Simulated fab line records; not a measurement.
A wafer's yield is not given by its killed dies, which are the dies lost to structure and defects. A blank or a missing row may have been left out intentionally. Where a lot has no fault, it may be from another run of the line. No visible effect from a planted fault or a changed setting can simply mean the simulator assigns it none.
2 desks, one fault / flow sky130 / what lay behind the numbers comes last; until then each desk has only its own

DESK OF THE TOOL OWNER: hdpcvd-01
The tool's own readings at SKY_FIELD_ISO_CVD_24 (deposits SiO2, target thk 595 nm, time 99.2 s): means of the sampled wafers that have a number, for each lot that ran on this tool. A lot is out of limits, marked OUT, if its mean lies more than 4 standard deviations from the usual mean; the brackets give that distance.
Columns: A = sih4-flow-sccm at SKY_FIELD_ISO_CVD_24, usual 60.04 sccm
lot=L680; first seen here=day 2 07:50; A=60.13
lot=L681; first seen here=day 2 13:52; A=59.84
lot=L682; first seen here=day 2 17:32; A=59.78
lot=L685; first seen here=day 3 09:14; A=60.10
lot=L686; first seen here=day 3 14:48; A=60.02
lot=L688; first seen here=day 3 23:43; A=59.91
lot=L689; first seen here=day 4 06:02; A=60.07
lot=L692; first seen here=day 5 03:07; A=60.23
Finding of this desk: none of the 8 lots has anything out of limits.

FROM THE METROLOGY DESK
Lot by lot, what the gauges showed, no matter which tool ran the lot: averages of those sampled wafers that carry a number. A lot is out of limits, marked OUT, if its mean lies more than 4 standard deviations from the usual mean; the brackets give that distance.
Columns: A = FIELD_ISO_CVD_24_THK at SKY_FIELD_ISO_THK_MEAS_25, usual 596 nm
lot=L680; first seen here=day 2 07:56; A=585
lot=L681; first seen here=day 2 13:57; A=590
lot=L682; first seen here=day 2 17:37; A=594
lot=L684; first seen here=day 3 06:02; A=601
lot=L685; first seen here=day 3 09:20; A=598
lot=L686; first seen here=day 3 14:52; A=603
lot=L688; first seen here=day 3 23:47; A=914 (+47) OUT
lot=L689; first seen here=day 4 06:07; A=911 (+46) OUT
lot=L692; first seen here=day 5 03:11; A=905 (+45) OUT
lot=L696; first seen here=day 5 22:30; A=601
lot=L700; first seen here=day 6 16:34; A=601
lot=L702; first seen here=day 7 07:03; A=604
This desk's result: L688, L689, L692 out of limits, first on L688 (FIELD_ISO_CVD_24_THK at SKY_FIELD_ISO_THK_MEAS_25), day 3 23:47. L680, L681, L682, L684, L685, L686, L696, L700, L702: within limits.

BROUGHT TOGETHER
Metrology desk: alarm possible at day 3 23:47 on L688, L689, L692.
Nothing out of limits was seen by the tool owner's desk.
On record at the tool owner's desk: L688, L689, L692, within its limits.
The lots listed all ran SKY_FIELD_ISO_CVD_24 on hdpcvd-01.

WHAT THE SIMULATOR PUT IN
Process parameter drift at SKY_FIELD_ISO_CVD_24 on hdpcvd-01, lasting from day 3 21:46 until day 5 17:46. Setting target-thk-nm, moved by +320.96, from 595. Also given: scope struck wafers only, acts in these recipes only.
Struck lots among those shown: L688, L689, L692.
Per desk, hours elapsed from the start of the fault to the first reading out of limits: for the metrology desk, 2.
